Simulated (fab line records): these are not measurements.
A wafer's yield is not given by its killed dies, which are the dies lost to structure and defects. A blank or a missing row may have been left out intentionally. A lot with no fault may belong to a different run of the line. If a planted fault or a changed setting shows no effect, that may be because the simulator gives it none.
Which tool was responsible? / flow gf180mcu / 13 lots, 39 wafers sampled, at 6 steps of a route of 602

WHAT THE GAUGES SHOWED, per wafer
GF_HV_LDD_THK_MEAS_55. Usual: HV_LDD_CVD_54_THK 10.01 nm, standard deviation 0.14.
lot=L196; measured=day 12 11:08; on=film-metro-01; HV_LDD_CVD_54_THK (nm)=9.88 9.88 9.97; flag=
lot=L197; measured=day 12 20:09; on=film-metro-04; HV_LDD_CVD_54_THK (nm)=10.04 10.07 10.08; flag=
lot=L198; measured=day 13 02:59; on=film-metro-02; HV_LDD_CVD_54_THK (nm)=9.98 10.00 9.91; flag=
lot=L199; measured=day 13 06:38; on=film-metro-04; HV_LDD_CVD_54_THK (nm)=10.22 10.16 10.13; flag=
lot=L200; measured=day 13 19:26; on=film-metro-01; HV_LDD_CVD_54_THK (nm)=10.10 10.12 10.09; flag=
lot=L204; measured=day 15 09:14; on=film-metro-01; HV_LDD_CVD_54_THK (nm)=9.84 9.86 9.86; flag=
lot=L205; measured=day 15 11:58; on=film-metro-04; HV_LDD_CVD_54_THK (nm)=10.13 10.11 9.94; flag=
lot=L206; measured=day 15 19:36; on=film-metro-04; HV_LDD_CVD_54_THK (nm)=10.00 9.94 9.91; flag=
lot=L208; measured=day 16 16:11; on=film-metro-01; HV_LDD_CVD_54_THK (nm)=10.03 10.08 10.13; flag=
lot=L209; measured=day 16 17:35; on=film-metro-04; HV_LDD_CVD_54_THK (nm)=10.01 10.11 10.10; flag=
lot=L212; measured=day 17 17:53; on=film-metro-02; HV_LDD_CVD_54_THK (nm)=9.85 9.93 9.87; flag=
lot=L213; measured=day 17 23:42; on=film-metro-01; HV_LDD_CVD_54_THK (nm)=9.80 9.83 9.69; flag=
lot=L215; measured=day 18 22:48; on=film-metro-04; HV_LDD_CVD_54_THK (nm)=10.29 10.34 10.20; flag=

GF_PSD_RS_MEAS_14: uses a four-point probe to measure. Usual: NSD_RS 46.12 ohm/sq, standard deviation 0.086.
lot=L196; measured=day 14 06:10; on=film-metro-03; NSD_RS (ohm/sq)=46.19 46.04 46.12; flag=
lot=L197; measured=day 14 15:15; on=film-metro-03; NSD_RS (ohm/sq)=46.09 46.14 46.22; flag=
lot=L198; measured=day 14 23:31; on=film-metro-04; NSD_RS (ohm/sq)=46.12 45.99 46.07; flag=
lot=L199; measured=day 15 07:01; on=film-metro-04; NSD_RS (ohm/sq)=45.95 46.10 45.93; flag=
lot=L200; measured=day 15 16:19; on=film-metro-03; NSD_RS (ohm/sq)=46.29 46.14 46.16; flag=
lot=L204; measured=day 17 08:25; on=film-metro-01; NSD_RS (ohm/sq)=46.12 46.08 45.98; flag=
lot=L205; measured=day 17 10:18; on=film-metro-04; NSD_RS (ohm/sq)=46.04 46.08 46.18; flag=
lot=L206; measured=day 17 18:38; on=film-metro-04; NSD_RS (ohm/sq)=46.18 46.10 46.08; flag=
lot=L208; measured=day 18 16:10; on=film-metro-03; NSD_RS (ohm/sq)=46.13 46.12 46.10; flag=
lot=L209; measured=day 18 20:25; on=film-metro-01; NSD_RS (ohm/sq)=46.06 46.02 46.06; flag=
lot=L212; measured=day 19 19:35; on=film-metro-04; NSD_RS (ohm/sq)=43.48 43.53 43.53; flag=OFF
lot=L213; measured=day 20 01:17; on=film-metro-03; NSD_RS (ohm/sq)=43.54 43.56 43.61; flag=OFF
lot=L215; measured=day 21 00:50; on=film-metro-04; NSD_RS (ohm/sq)=45.89 46.02 45.94; flag=

GF_PSD_RS_MEAS_15: uses a four-point probe to measure. Usual: PSD_RS 108.54 ohm/sq, standard deviation 0.3.
lot=L196; measured=day 14 06:17; on=film-metro-03; PSD_RS (ohm/sq)=108.59 108.56 108.62; flag=
lot=L197; measured=day 14 15:22; on=film-metro-03; PSD_RS (ohm/sq)=108.42 108.17 108.30; flag=
lot=L198; measured=day 14 23:38; on=film-metro-04; PSD_RS (ohm/sq)=108.50 108.13 108.27; flag=
lot=L199; measured=day 15 07:08; on=film-metro-04; PSD_RS (ohm/sq)=108.46 108.40 107.92; flag=
lot=L200; measured=day 15 16:26; on=film-metro-03; PSD_RS (ohm/sq)=109.29 109.25 109.01; flag=
lot=L204; measured=day 17 08:32; on=film-metro-01; PSD_RS (ohm/sq)=108.57 108.22 108.33; flag=
lot=L205; measured=day 17 10:25; on=film-metro-04; PSD_RS (ohm/sq)=108.42 108.63 108.55; flag=
lot=L206; measured=day 17 18:45; on=film-metro-04; PSD_RS (ohm/sq)=108.97 108.50 108.32; flag=
lot=L208; measured=day 18 16:17; on=film-metro-03; PSD_RS (ohm/sq)=108.48 108.73 108.86; flag=
lot=L209; measured=day 18 20:32; on=film-metro-01; PSD_RS (ohm/sq)=108.24 108.58 108.61; flag=
lot=L212; measured=day 19 19:43; on=film-metro-04; PSD_RS (ohm/sq)=100.20 100.46 100.14; flag=OFF
lot=L213; measured=day 20 01:24; on=film-metro-03; PSD_RS (ohm/sq)=100.80 101.02 100.69; flag=OFF
lot=L215; measured=day 21 00:58; on=film-metro-04; PSD_RS (ohm/sq)=108.28 108.45 108.14; flag=

GF_SAB_THK_MEAS_01. Usual: SAB_CVD_00_THK 50.0 nm, standard deviation 0.61.
lot=L196; measured=day 14 06:26; on=film-metro-01; SAB_CVD_00_THK (nm)=49.3 50.3 50.8; flag=
lot=L197; measured=day 14 15:29; on=film-metro-01; SAB_CVD_00_THK (nm)=49.8 51.3 50.4; flag=
lot=L198; measured=day 14 23:47; on=film-metro-03; SAB_CVD_00_THK (nm)=49.5 49.6 50.0; flag=
lot=L199; measured=day 15 07:16; on=film-metro-03; SAB_CVD_00_THK (nm)=48.8 49.6 49.4; flag=
lot=L200; measured=day 15 16:35; on=film-metro-02; SAB_CVD_00_THK (nm)=50.1 50.0 51.0; flag=
lot=L204; measured=day 17 08:41; on=film-metro-02; SAB_CVD_00_THK (nm)=49.7 49.8 50.4; flag=
lot=L205; measured=day 17 10:32; on=film-metro-03; SAB_CVD_00_THK (nm)=49.5 50.6 50.0; flag=
lot=L206; measured=day 17 18:53; on=film-metro-03; SAB_CVD_00_THK (nm)=49.1 49.1 49.7; flag=
lot=L208; measured=day 18 16:26; on=film-metro-01; SAB_CVD_00_THK (nm)=49.1 49.3 50.0; flag=
lot=L209; measured=day 18 20:40; on=film-metro-03; SAB_CVD_00_THK (nm)=50.1 49.8 50.8; flag=
lot=L212; measured=day 19 19:50; on=film-metro-03; SAB_CVD_00_THK (nm)=49.6 49.8 50.2; flag=
lot=L213; measured=day 20 01:32; on=film-metro-01; SAB_CVD_00_THK (nm)=50.0 50.5 50.3; flag=
lot=L215; measured=day 21 01:05; on=film-metro-01; SAB_CVD_00_THK (nm)=49.8 50.6 50.1; flag=

GF_SALICIDE_THK_MEAS_05: measures by xrf. Usual: SALICIDE_TIN_THK 20.01 nm, standard deviation 0.21.
lot=L196; measured=day 15 03:07; on=film-metro-03; SALICIDE_TIN_THK (nm)=20.07 19.94 19.74; flag=
lot=L197; measured=day 15 13:03; on=film-metro-03; SALICIDE_TIN_THK (nm)=20.05 20.14 20.30; flag=
lot=L198; measured=day 15 21:11; on=film-metro-02; SALICIDE_TIN_THK (nm)=19.97 19.76 19.94; flag=
lot=L199; measured=day 16 05:22; on=film-metro-03; SALICIDE_TIN_THK (nm)=20.36 20.31 20.18; flag=
lot=L200; measured=day 16 15:33; on=film-metro-04; SALICIDE_TIN_THK (nm)=19.58 19.85 19.75; flag=
lot=L204; measured=day 18 08:52; on=film-metro-03; SALICIDE_TIN_THK (nm)=19.75 19.63 19.59; flag=
lot=L205; measured=day 18 10:23; on=film-metro-03; SALICIDE_TIN_THK (nm)=19.80 19.57 20.01; flag=
lot=L206; measured=day 18 19:04; on=film-metro-03; SALICIDE_TIN_THK (nm)=19.89 20.00 19.95; flag=
lot=L208; measured=day 19 17:13; on=film-metro-03; SALICIDE_TIN_THK (nm)=20.16 20.35 20.21; flag=
lot=L209; measured=day 19 21:14; on=film-metro-03; SALICIDE_TIN_THK (nm)=20.02 20.27 20.22; flag=
lot=L212; measured=day 20 20:26; on=film-metro-02; SALICIDE_TIN_THK (nm)=20.06 20.10 20.07; flag=
lot=L213; measured=day 21 02:11; on=film-metro-02; SALICIDE_TIN_THK (nm)=19.96 20.05 20.15; flag=
lot=L215; measured=day 22 01:26; on=film-metro-03; SALICIDE_TIN_THK (nm)=19.81 19.93 20.11; flag=

TOOL THAT RAN EACH LOT (tool first, then ch and the chambers of the sampled wafers, then the start)
lot=L196; GF_PSD_RTA_13=rtp-anneal-02 ch 0, day 14 06:05
lot=L197; GF_PSD_RTA_13=rtp-anneal-01 ch 0, day 14 15:10
lot=L198; GF_PSD_RTA_13=rtp-anneal-02 ch 0, day 14 23:26
lot=L199; GF_PSD_RTA_13=rtp-anneal-02 ch 0, day 15 06:56
lot=L200; GF_PSD_RTA_13=rtp-anneal-01 ch 0, day 15 16:14
lot=L204; GF_PSD_RTA_13=rtp-anneal-02 ch 0, day 17 08:20
lot=L205; GF_PSD_RTA_13=rtp-anneal-02 ch 0, day 17 10:13
lot=L206; GF_PSD_RTA_13=rtp-anneal-01 ch 0, day 17 18:32
lot=L208; GF_PSD_RTA_13=rtp-anneal-02 ch 0, day 18 16:05
lot=L209; GF_PSD_RTA_13=rtp-anneal-01 ch 0, day 18 20:20
lot=L212; GF_PSD_RTA_13=rtp-anneal-02 ch 0, day 19 19:30
lot=L213; GF_PSD_RTA_13=rtp-anneal-02 ch 0, day 20 01:11
lot=L215; GF_PSD_RTA_13=rtp-anneal-01 ch 0, day 21 00:45
- GF_PSD_RTA_13: time 20 s.

AS READ BY THE TOOLS THEMSELVES (means over the sampled wafers that have a number; for cases with no such wafer, the mark the record gives instead)
GF_PSD_RTA_13. Usual: lamp-power-pct 34.5 %, standard deviation 2.9; wafer_temp_C_max 1029.1, standard deviation 0.94.
lot=L196; tool=rtp-anneal-02; lamp-power-pct (%)=32.0; wafer_temp_C_max=1029.1; flag=
lot=L197; tool=rtp-anneal-01; lamp-power-pct (%)=38.0; wafer_temp_C_max=1028.1; flag=
lot=L198; tool=rtp-anneal-02; lamp-power-pct (%)=32.1; wafer_temp_C_max=1029.1; flag=
lot=L199; tool=rtp-anneal-02; lamp-power-pct (%)=32.1; wafer_temp_C_max=1029.4; flag=
lot=L200; tool=rtp-anneal-01; lamp-power-pct (%)=38.1; wafer_temp_C_max=1028.2; flag=
lot=L204; tool=rtp-anneal-02; lamp-power-pct (%)=32.0; wafer_temp_C_max=1030.1; flag=
lot=L205; tool=rtp-anneal-02; lamp-power-pct (%)=32.0; wafer_temp_C_max=1029.6; flag=
lot=L206; tool=rtp-anneal-01; lamp-power-pct (%)=38.0; wafer_temp_C_max=1029.6; flag=
lot=L208; tool=rtp-anneal-02; lamp-power-pct (%)=32.0; wafer_temp_C_max=1029.7; flag=
lot=L209; tool=rtp-anneal-01; lamp-power-pct (%)=38.0; wafer_temp_C_max=1028.8; flag=
lot=L212; tool=rtp-anneal-02; lamp-power-pct (%)=33.6; wafer_temp_C_max=1028.8; flag=
lot=L213; tool=rtp-anneal-02; lamp-power-pct (%)=33.6; wafer_temp_C_max=1029.2; flag=
lot=L215; tool=rtp-anneal-01; lamp-power-pct (%)=38.0; wafer_temp_C_max=1029.1; flag=

THE ANSWER, worked out from the rows above alone
Rule: a lot counts as off when the mean over its wafers that have a number is more than 3 standard deviations away from the usual mean. A lot without any number at a reading at which 4 lots or more have one is off too. The other lots that the step has rows for count as sound. The gauges are gone through in route order, then the tools' own readings, and for those a lot's mean is taken as printed above. The first step at which some lot is off is used, and at that step the reading that is off furthest; a lot without a number counts as furthest.
Off: L212, L213, seen at GF_PSD_RS_MEAS_14 (NSD_RS).
If a tool, at a process step before that reading, ran all the lots that are off and no sound lot after the first of them, it fits. Gauges at GF_PSD_RS_MEAS_14: tried the same way as those tools. One candidate fits, namely rtp-anneal-02 at GF_PSD_RTA_13. A fault onset in the window from L208 (day 18 16:05, its last sound lot) to L212 (day 19 19:30, its first lot off) fits.

WHAT THE SIMULATOR PUT IN
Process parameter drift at GF_PSD_RTA_13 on rtp-anneal-02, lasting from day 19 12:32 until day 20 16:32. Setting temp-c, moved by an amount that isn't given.
Lots struck among those shown: L212, L213. This agrees with what the rule above found.
